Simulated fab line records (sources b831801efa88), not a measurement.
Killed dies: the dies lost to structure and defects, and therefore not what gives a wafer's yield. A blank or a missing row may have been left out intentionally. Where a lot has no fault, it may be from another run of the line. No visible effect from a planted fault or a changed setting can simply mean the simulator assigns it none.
fab line records	flow sky130	part 2 of 2: steps 28 to 39 of 39
record: lots: 5	wafers: 15	last-day: 50
route steps=708 shown SONOS_TUNNEL@164 SONOS_ONO@168 GATE_OXIDE@187
lots untouched by any fault: they come from a run of this same line in which no faults occurred
start-h: hours from the record's first day to the start of the lot's first wafer shown	wait-h: hours from the lot's prior step to this one	" the same as in the row above	L1.1+2: several wafers, shown together as one row	- no value present, or no start provided	* or withheld: withheld	< > ~ a bound
route shown NAME@n: a module of which the file shows steps, and the number in the route of the first	usual: mean/standard deviation of fault-free wafers	same: alike in all rows	chamber/n: place in a boat	sites: the reading at each site	_std_site: how widely they spread, as a standard deviation	_edge_site: inner sites' mean taken away from outer sites' mean	radius-mm: how far each site lies from the wafer's centre	mask NAME#n: copy n	behind: the most recent tool/chamber to have shaped the wafer	hold: why the lot was held/for how many hours/how that ended	device: whichever transistor did not switch (one of n, p or np)	end of line: at the end of the route, the tests of the same wafers	a step without rows: its recipe alone	killed: count of dies lost to structure and defects at first sort (not the wafer's yield)	map: dies across one wafer; x = killed, . = not, _ = none there
set.NAME: the run value of the setting; set.NAME@STEP: its run value at that earlier step	model.NAME: the simulator's own value behind a step, which no gauge read
lots at some steps of the route; a table a step, a row a wafer
services: when a tool's chamber went out of use (start-h, in hours from the record's first day, below 0 if earlier), for how many hours, and the reason
== steps ==
step: SKY_GATE_OXIDE_HMDS_04
recipe: prime-time-s: 60	prime-temp-c: 120
lot.wafer	tool	chamber	start-h	wait-h
L078.1+5+6	litho-track-04	0	316.80	0.1
L084.2+3+6	litho-track-02	0	378.19	0.1
L095.1+3+6	litho-track-03	0	468.60	0.1
L094.2+5+6	litho-track-04	0	468.77	0.1
L096.3+5+6	litho-track-04	0	476.84	0.1
step: SKY_GATE_OXIDE_COAT_05
recipe: resist: NOVOLAK	spin-rpm: 3000	resist-thk-nm: 1140
lot.wafer	tool	chamber	start-h	wait-h
L078.1+5+6	litho-track-04	0	316.95	0.1
L084.2+3+6	litho-track-02	0	378.34	0.1
L095.1+3+6	litho-track-03	0	468.75	0.1
L094.2+5+6	litho-track-04	0	468.92	0.1
L096.3+5+6	litho-track-04	0	476.99	0.1
step: SKY_GATE_OXIDE_SOFTBAKE_06
recipe: temp-c: 90	time-s: 60	resist: NOVOLAK
lot.wafer	tool	chamber	start-h	wait-h
L078.1+5+6	litho-track-04	0	317.10	0.1
L084.2+3+6	litho-track-02	0	378.49	0.1
L095.1+3+6	litho-track-03	0	468.90	0.1
L094.2+5+6	litho-track-04	0	469.07	0.1
L096.3+5+6	litho-track-04	0	477.14	0.1
step: SKY_GATE_OXIDE_EXPOSE_07
recipe: mask-id: LVOM	na: 0.6	source-shape: conventional	sigma-outer: 0.6	polarization: unpolarized	target-cd-nm: 600	dose-mj: 170
same: na: 0.6
lot.wafer	tool	chamber	start-h	wait-h	mask
L078.1+5+6	iline-stepper-01	0	-	-	LVOM#0
L084.2+3+6	iline-stepper-02	0	-	-	LVOM#0
L095.1+3+6	iline-stepper-02	0	-	-	LVOM#0
L094.2+5+6	iline-stepper-01	0	-	-	LVOM#0
L096.3+5+6	iline-stepper-02	0	-	-	LVOM#0
step: SKY_GATE_OXIDE_PEB_08
recipe: temp-c: withheld	time-s: *	resist: NOVOLAK
lot.wafer	tool	chamber	start-h	wait-h
L078.1+5+6	litho-track-03	0	-	-
L084.2+3+6	litho-track-04	0	-	-
L095.1+3+6	litho-track-02	0	-	-
L094.2+5+6	litho-track-03	0	-	-
L096.3+5+6	litho-track-04	0	-	-
step: SKY_GATE_OXIDE_DEVELOP_09
recipe: resist: NOVOLAK	developer: TMAH	develop-time-s: 60	dev-temp-c: 23
lot.wafer	tool	chamber	start-h	wait-h
L078.1+5+6	litho-track-03	0	330.45	0.1
L084.2+3+6	litho-track-04	0	391.87	0.1
L095.1+3+6	litho-track-02	0	484.46	0.1
L094.2+5+6	litho-track-03	0	484.62	0.1
L096.3+5+6	litho-track-04	0	491.49	0.1
step: SKY_GATE_OXIDE_OVL_MEAS_10
usual: GATE_OXIDE_OVL: 0.8/1.4
lot.wafer	tool	chamber	start-h	wait-h	GATE_OXIDE_OVL[nm]
L078.1	overlay-01	-	330.60	0.1	0.2
L078.5	"	-	"	"	-0.5
L078.6	"	-	"	"	0.5
L084.2	overlay-02	-	392.00	0.1	2.7
L084.3	"	-	"	"	2.9
L084.6	"	-	"	"	1.2
L095.1	overlay-02	-	484.61	0.1	4.6
L095.3	"	-	"	"	4.3
L095.6	"	-	"	"	2.3
L094.2	overlay-02	-	484.75	0.1	1.9
L094.5	"	-	"	"	2.7
L094.6	"	-	"	"	2.0
L096.3	overlay-02	-	491.61	0.1	0.0
L096.5	"	-	"	"	0.0
L096.6	"	-	"	"	-0.9
step: SKY_GATE_OXIDE_IMPLANT_11
recipe: species: B	energy-kev: 10	dose-cm2: 2.6e+12	tilt-deg: withheld
lot.wafer	tool	chamber	start-h	wait-h
L078.1+5+6	implanter-02	0	330.63	0.0
L084.2+3+6	implanter-03	0	392.06	0.0
L095.1+3+6	implanter-02	0	484.65	0.0
L094.2+5+6	implanter-03	0	484.81	0.0
L096.3+5+6	implanter-04	0	491.68	0.1
step: SKY_GATE_OXIDE_WET_ETCH_12
recipe: chemistry: dHF	target-depth-nm: 16.8	dry: n2-spin	target: SiO2	dilution: 100:1	temp-c: 25	time-s: 329.8
usual: bath-heat-duty-pct: 6.6/0.92
lot.wafer	tool	chamber	start-h	wait-h	bath-heat-duty-pct
L078.1	wet-bench-02	0	330.78	0.1	7.0
L078.5	"	0	"	"	6.0
L078.6	"	0	"	"	6.2
L084.2	wet-bench-04	0	392.18	0.1	6.5
L084.3	"	0	"	"	6.0
L084.6	"	0	"	"	6.4
L095.1	wet-bench-04	2	484.80	0.1	6.7
L095.3	"	2	"	"	7.3
L095.6	"	2	"	"	5.9
L094.2	wet-bench-03	1	484.93	0.1	5.4
L094.5	"	1	"	"	4.9
L094.6	"	1	"	"	5.9
L096.3	wet-bench-02	1	491.78	0.1	7.1
L096.5	"	1	"	"	6.9
L096.6	"	1	"	"	7.0
step: SKY_GATE_OXIDE_STRIP_13
recipe: chemistry: O2/N2	power-w: 1400	pressure-mtorr: 1500	platen-temp-c: withheld	o2-flow-sccm: 3000	n2-flow-sccm: 300	overash-fraction: 0.5
usual: drypump-motor-current-A: 5.9/0.34	oes-product-au: 0.715/0.0044	strip-time-to-endpoint-s: 14.18/0.041
lot.wafer	tool	chamber	start-h	wait-h	drypump-motor-current-A	oes-product-au	rf-hours-counter-h	strip-time-to-endpoint-s
L078.1	plasma-asher-02	0	330.89	0.0	6.1	0.720	68	14.24
L078.5	"	1	"	"	5.7	0.710	-	14.24
L078.6	"	0	"	"	6.1	0.715	-	14.26
L084.2	plasma-asher-03	0	392.30	0.0	5.5	0.716	66	14.18
L084.3	"	0	"	"	5.5	0.713	-	14.21
L084.6	"	0	"	"	5.5	0.722	-	14.23
L095.1	plasma-asher-03	1	484.90	0.0	6.1	0.714	75	14.18
L095.3	"	0	"	"	5.5	0.723	-	14.17
L095.6	"	1	"	"	6.1	0.722	-	14.18
L094.2	plasma-asher-02	0	485.04	0.0	6.1	0.712	5	14.12
L094.5	"	0	"	"	6.1	0.717	-	14.12
L094.6	"	1	"	"	5.6	0.709	-	14.15
L096.3	plasma-asher-04	0	491.92	0.0	5.4	0.720	-	14.13
L096.5	"	0	"	"	5.4	0.712	-	14.15
L096.6	"	1	"	"	6.3	0.714	-	14.16
step: SKY_GATE_OXIDE_TW_MEAS_14
usual: GATE_OXIDE_TW: 226.1/1.3
lot.wafer	tool	chamber	start-h	wait-h	GATE_OXIDE_TW
L078.1	film-metro-04	-	330.99	0.1	226.9
L078.5	"	-	"	"	225.6
L078.6	"	-	"	"	225.7
L084.2	film-metro-04	-	392.41	0.1	223.7
L084.3	"	-	"	"	225.0
L084.6	"	-	"	"	223.8
L095.1	film-metro-03	-	485.00	0.1	227.4
L095.3	"	-	"	"	227.8
L095.6	"	-	"	"	227.8
L094.2	film-metro-04	-	485.15	0.1	223.9
L094.5	"	-	"	"	223.4
L094.6	"	-	"	"	223.7
L096.3	film-metro-02	-	492.00	0.1	228.2
L096.5	"	-	"	"	226.3
L096.6	"	-	"	"	227.0
step: SKY_GATE_OXIDE_CLEAN_15
recipe: chemistry: SC1/SC2	mix: 1:4:20	temp-c: 70	time-s: 150	dry: n2-spin
usual: bath-heat-duty-pct: 14.1/2.2
lot.wafer	tool	chamber	start-h	wait-h	bath-heat-duty-pct
L078.1	wet-bench-03	1	331.05	0.1	10.6
L078.5	"	1	"	"	11.1
L078.6	"	1	"	"	11.7
L084.2	wet-bench-02	3	392.46	0.0	13.0
L084.3	"	3	"	"	13.2
L084.6	"	3	"	"	13.3
L095.1	wet-bench-02	1	485.06	0.1	15.1
L095.3	"	1	"	"	14.9
L095.6	"	1	"	"	15.3
L094.2	wet-bench-04	1	485.20	0.0	16.3
L094.5	"	1	"	"	16.3
L094.6	"	1	"	"	17.3
L096.3	wet-bench-02	3	492.04	0.0	13.2
L096.5	"	3	"	"	13.4
L096.6	"	3	"	"	15.4
== services ==
tool	chamber	start-h	hours	kind
furnace-01	-	251.20	1.4	repair
iline-stepper-02	-	253.31	1.7	pm
lpcvd-03	-	264.07	1.6	repair
plasma-asher-02	-	273.61	2.2	repair
furnace-02	-	274.54	4.2	pm
iline-stepper-01	-	284.71	2.1	pm
iline-stepper-02	-	287.83	6.6	repair
wet-bench-01	-	300.89	3.1	repair
furnace-02	-	307.06	6.0	pm
lpcvd-03	-	309.49	6.0	pm
furnace-01	-	313.36	8.5	pm
wet-bench-04	-	314.07	0.5	repair
furnace-01	-	324.63	3.6	pm
wet-bench-03	-	356.54	1.6	repair
iline-stepper-01	-	373.20	8.9	pm
furnace-01	-	375.10	3.0	pm
furnace-02	-	396.67	3.9	pm
rie-diel-03	1	397.13	6.2	repair
plasma-asher-02	-	421.25	9.0	pm
furnace-01	-	441.31	6.8	repair
furnace-02	-	448.14	3.0	pm
iline-stepper-02	-	471.54	1.7	pm
wet-bench-03	-	473.97	3.0	repair
plasma-asher-02	-	477.81	4.1	repair
